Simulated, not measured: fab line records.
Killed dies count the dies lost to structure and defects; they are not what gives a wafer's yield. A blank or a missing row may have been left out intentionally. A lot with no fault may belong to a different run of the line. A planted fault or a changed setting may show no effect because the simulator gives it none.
fab line records    flow sky130
record: lots: 6  wafers: 18  last_day: 50
route steps=708 shown SONOS_ONO@184 GATE_OXIDE@187
lots that met no fault: taken from a fault-free run of the same line
start_h: hours from the record's opening day to when the first of the lot's shown wafers began    wait_h: hours since the lot's step before    " unchanged from the row above    L1.1+2: one row covering several wafers at once    - no value present, or no start provided    * or withheld: withheld    < > ~ a bound
route shown NAME@n: a module of which the file shows steps, and the number in the route of the first    usual: mean/standard deviation taken from wafers without a fault    same: alike in all rows    chamber/n: place in a boat    sites: the reading at each site    _std_site: standard deviation of those values    _edge_site: outer sites' mean less inner sites'    radius_mm: for every site, how far away it sits from the centre of the wafer    mask NAME#n: copy n    behind: the last tool/chamber to shape the wafer    hold: cause of the lot's hold/its duration in hours/its outcome    device: whichever transistor did not switch (one of n, p or np)    end of line: the same wafers' tests at the end of the route    for a step that has no rows: nothing shown but its recipe    killed: not the wafer's yield, but the dies lost to structure and defects at the first sort    map: a wafer's dies, marking killed ones x, the rest . and places with no die _
set.NAME: setting as actually run; set.NAME@STEP: the setting as run at that earlier step    model.NAME: the simulator's own value behind a step, which no gauge read
certain route steps with their lots: each step a table, each wafer a row
services: a tool's chamber out of use, with start hour (start_h, from the record's first day; less than 0 if before it), hours out, and reason
== steps ==
step: SKY_SONOS_ONO_WET_ETCH_16
recipe: chemistry: dHF  target_depth_nm: 14  dry: n2_spin  target: SiO2  dilution: 100:1  temp_c: 25  time_s: 280
step: SKY_SONOS_ONO_STRIP_17
recipe: chemistry: O2/N2  power_w: 1400  pressure_mtorr: 1500  platen_temp_c: withheld  o2_flow_sccm: 3000  n2_flow_sccm: 300  overash_fraction: 0.5
usual: drypump_motor_current_A: 5.4/0.35  oes_product_au: 0.710/0.0041  strip_time_to_endpoint_s: 14.09/0.041
lot.wafer  tool             chamber  start_h  wait_h  drypump_motor_current_A  oes_product_au  rf_hours_counter_h  strip_time_to_endpoint_s
L393.2     plasma_asher-03  0        307.58   0.0     5.7                      0.705           61                  14.16
L393.3     "                1        "        "       5.2                      0.714           -                   14.12
L393.4     "                0        "        "       5.7                      0.709           -                   14.12
L395.3     plasma_asher-03  1        325.70   0.0     5.1                      0.712           -                   14.05
L395.5     "                0        "        "       5.6                      0.707           -                   14.09
L395.6     "                1        "        "       5.1                      0.714           -                   14.08
L403.1     plasma_asher-03  0        388.26   0.0     5.7                      0.721           71                  14.15
L403.4     "                1        "        "       5.1                      0.709           -                   14.12
L403.5     "                0        "        "       5.7                      0.712           -                   14.08
L404.2     plasma_asher-03  1        403.24   0.0     5.1                      0.709           73                  14.12
L404.4     "                0        "        "       5.7                      0.715           -                   14.13
L404.6     "                0        "        "       5.6                      0.716           -                   14.12
L411.1     plasma_asher-01  0        464.51   0.0     5.6                      0.712           68                  14.16
L411.3     "                1        "        "       4.9                      0.708           -                   14.14
L411.6     "                0        "        "       5.6                      0.708           -                   14.15
L410.1     plasma_asher-01  1        465.07   0.0     4.9                      0.712           68                  14.02
L410.2     "                0        "        "       5.6                      0.707           68                  14.03
L410.5     "                1        "        "       4.9                      0.714           -                   14.02
step: SKY_SONOS_ONO_WET_ETCH_18
recipe: chemistry: H3PO4  target_depth_nm: 15  target: Si3N4  temp_c: 160  time_s: 172
step: SKY_GATE_OXIDE_CLEAN_00
recipe: chemistry: SC1/SC2  mix: 1:4:20  temp_c: 70  time_s: 150  dry: n2_spin
step: SKY_GATE_OXIDE_OXIDATION_01
recipe: temp_c: 900  ambient: O2  stabilise_s: 600  purge_s: 300  target_thk_a: 102.68  ox_time_s: 1473
step: SKY_GATE_OXIDE_THK_MEAS_02
recipe: reads: SiO2_of_GATE_OXIDE_OXIDATION_01
usual: GATE_OXIDE_OXIDATION_00_THK: 10.26/0.2
lot.wafer  tool           chamber  start_h  wait_h  GATE_OXIDE_OXIDATION_00_THK[nm]
L393.2     film_metro-04  -        310.82   0.0     10.16
L393.3     "              -        "        "       10.23
L393.4     "              -        "        "       10.04
L395.3     film_metro-04  -        328.06   0.0     10.46
L395.5     "              -        "        "       10.44
L395.6     "              -        "        "       10.42
L403.1     film_metro-04  -        390.15   0.0     10.43
L403.4     "              -        "        "       10.53
L403.5     "              -        "        "       10.40
L404.2     film_metro-01  -        405.38   0.0     10.55
L404.4     "              -        "        "       10.52
L404.6     "              -        "        "       10.54
L410.1     film_metro-01  -        467.63   0.0     10.27
L410.2     "              -        "        "       10.23
L410.5     "              -        "        "       10.14
L411.1     film_metro-03  -        467.63   0.0     10.26
L411.3     "              -        "        "       10.36
L411.6     "              -        "        "       10.15
step: SKY_GATE_OXIDE_DEHYDRATE_03
recipe: temp_c: 200  time_s: 60
step: SKY_GATE_OXIDE_HMDS_04
recipe: prime_time_s: 60  prime_temp_c: 120
step: SKY_GATE_OXIDE_COAT_05
recipe: resist: NOVOLAK  spin_rpm: 3000  resist_thk_nm: 1140
step: SKY_GATE_OXIDE_SOFTBAKE_06
recipe: temp_c: 90  time_s: 60  resist: NOVOLAK
step: SKY_GATE_OXIDE_EXPOSE_07
recipe: mask_id: LVOM  na: 0.6  source_shape: conventional  sigma_outer: 0.6  polarization: unpolarized  target_cd_nm: 600  dose_mj: 170
step: SKY_GATE_OXIDE_PEB_08
recipe: temp_c: withheld  time_s: *  resist: NOVOLAK
step: SKY_GATE_OXIDE_DEVELOP_09
recipe: resist: NOVOLAK  developer: TMAH  develop_time_s: 60  dev_temp_c: 23
usual: chill_plate_temp_C: 22.96/0.13  develop_time_s: 60/0
lot.wafer  tool            chamber  start_h  wait_h  chill_plate_temp_C  develop_time_s
L393.2     litho_track-01  0        336.32   0.1     22.82               60
L393.3     "               0        "        "       23.00               60
L393.4     "               0        "        "       22.91               60
L395.3     litho_track-01  0        353.90   0.1     23.03               60
L395.5     "               0        "        "       23.05               60
L395.6     "               0        "        "       23.11               60
L403.1     litho_track-04  -        416.95   0.1     -                   -
L403.4     "               -        "        "       -                   -
L403.5     "               -        "        "       -                   -
L404.2     litho_track-01  -        430.77   0.1     -                   -
L404.4     "               -        "        "       -                   -
L404.6     "               -        "        "       -                   -
L411.1     litho_track-02  0        497.88   0.1     22.83               60
L411.3     "               0        "        "       22.75               60
L411.6     "               0        "        "       22.68               60
L410.1     litho_track-04  0        497.95   0.1     22.83               60
L410.2     "               0        "        "       23.00               60
L410.5     "               0        "        "       22.89               60
step: SKY_GATE_OXIDE_OVL_MEAS_10
usual: GATE_OXIDE_OVL: 0.0/1.4
lot.wafer  tool        chamber  start_h  wait_h  GATE_OXIDE_OVL[nm]
L393.2     overlay-02  -        336.45   0.1     1.6
L393.3     "           -        "        "       0.2
L393.4     "           -        "        "       2.3
L395.3     overlay-02  -        354.01   0.1     0.3
L395.5     "           -        "        "       -0.7
L395.6     "           -        "        "       0.3
L403.1     overlay-02  -        417.10   0.1     -
L403.4     "           -        "        "       -
L403.5     "           -        "        "       -
L404.2     overlay-02  -        430.90   0.1     -
L404.4     "           -        "        "       -
L404.6     "           -        "        "       -
L411.1     overlay-01  -        498.03   0.1     -0.8
L411.3     "           -        "        "       -2.0
L411.6     "           -        "        "       0.1
L410.1     overlay-02  -        498.10   0.1     -0.4
L410.2     "           -        "        "       0.2
L410.5     "           -        "        "       0.6
== services ==
tool             chamber  start_h  hours  kind
plasma_asher-03  -        336.85   2.8    pm
plasma_asher-03  -        361.41   4.1    repair
plasma_asher-03  -        416.79   6.5    repair
== key ==
first_sign: step: SKY_GATE_OXIDE_DEVELOP_09  reading: tool_record  direction: missing
effect none on later readings
met_at SKY_GATE_OXIDE_DEVELOP_09
struck_wafers L403.1,L403.4,L403.5,L404.2,L404.4,L404.6
later_rows_left_out L403.1,L403.4,L403.5,L404.2,L404.4,L404.6
sort_left_out L403.1,L403.4,L403.5,L404.2,L404.4,L404.6
tester_left_out L403,L404
onset_between 353.90 416.95
fault: kind: skipped_step_whole  tool: litho_track-01,litho_track-04  chamber: -  onset_h: 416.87  steps: SKY_GATE_OXIDE_DEVELOP_09  scope: struck_lots_only
tester_left_out: of these lots the tester's yield and bins aren't shown, on N5 and GAA mostly nor the transistor test; their killed dies are dies lost to structure and defects alone, not to doping, threshold or leakage, so they don't give the yield
sort_left_out: the simulated sort isn't trusted on such a fault, so these wafers' sort isn't shown, and their yield isn't known
later_rows_left_out: the simulator's readings of these wafers behind a module that went badly wrong aren't trusted and aren't shown, but for the sort
